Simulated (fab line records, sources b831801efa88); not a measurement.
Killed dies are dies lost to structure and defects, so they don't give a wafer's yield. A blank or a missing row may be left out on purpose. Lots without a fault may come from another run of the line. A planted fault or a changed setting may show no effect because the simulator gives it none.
Which tool did it? | flow sky130 | 6 lots, 18 wafers sampled, at 3 steps of a route of 708

WHAT THE GAUGES READ, wafer by wafer
SKY_SD_N_OVL_MEAS_08.
lot  | measured     | on         | SD_N_OVL (nm)
L995 | day 28 03:50 | overlay-01 | -2.1 -1.7 -1.6
L998 | day 29 01:39 | overlay-02 | -0.1 -0.1 -1.4
L100 | day 29 18:17 | overlay-01 | 173.0 174.4 171.0
L102 | day 30 07:41 | overlay-01 | 170.2 169.1 171.3
L106 | day 31 23:50 | overlay-01 | 171.2 171.7 172.8
L114 | day 34 20:53 | overlay-02 | -1.5 0.0 -1.5

WHICH TOOL RAN EACH LOT (tool, then ch and the chambers of the sampled wafers, then the start)
lot  | SKY_POLY_CUT_ETCH_11               | SKY_SD_N_EXPOSE_04
L995 | rie_diel-02 ch 0,2, day 24 12:45   | iline_stepper-02 ch 0, day 27 14:25
L998 | rie_diel-03 ch 0,1,3, day 25 11:06 | iline_stepper-02 ch 0, day 28 12:14
L100 | rie_diel-03 ch 0,2, day 26 04:22   | iline_stepper-02 ch 0, day 29 04:03
L102 | rie_diel-04 ch 0,2,3, day 26 19:37 | iline_stepper-02 ch 0, day 29 19:04
L106 | rie_diel-04 ch 1,2, day 28 13:22   | iline_stepper-02 ch 0, day 31 09:49
L114 | rie_diel-04 ch 0,1,3, day 31 13:00 | iline_stepper-01 ch 0, day 34 08:45
- SKY_POLY_CUT_ETCH_11: etches Si3N4 in CF4/CH2F2/Ar, stops on poly-Si, time 42.5 s, target depth 60 nm.
- SKY_SD_N_EXPOSE_04: exposes mask NSDM, target cd 380 nm.

THE ANSWER, worked out from the rows above alone
Rule: what is usual is taken from the lots themselves. Put in order of their means at a reading, lots are off if they are a third of the lots or fewer, leave a main group of 4 or more, and stand apart from it by a gap of 3 or more times the standard deviation of the main group's means; of several such gaps the widest counts. A main group whose means are all the same, to the digits that the tables above print for the reading, isn't used. A lot without any number at a reading at which 4 lots or more have one is off too. The other lots that the step has rows for count as sound.
No lot is off at any reading shown: from this, nothing can be told.

WHAT THE SIMULATOR HAD PUT IN
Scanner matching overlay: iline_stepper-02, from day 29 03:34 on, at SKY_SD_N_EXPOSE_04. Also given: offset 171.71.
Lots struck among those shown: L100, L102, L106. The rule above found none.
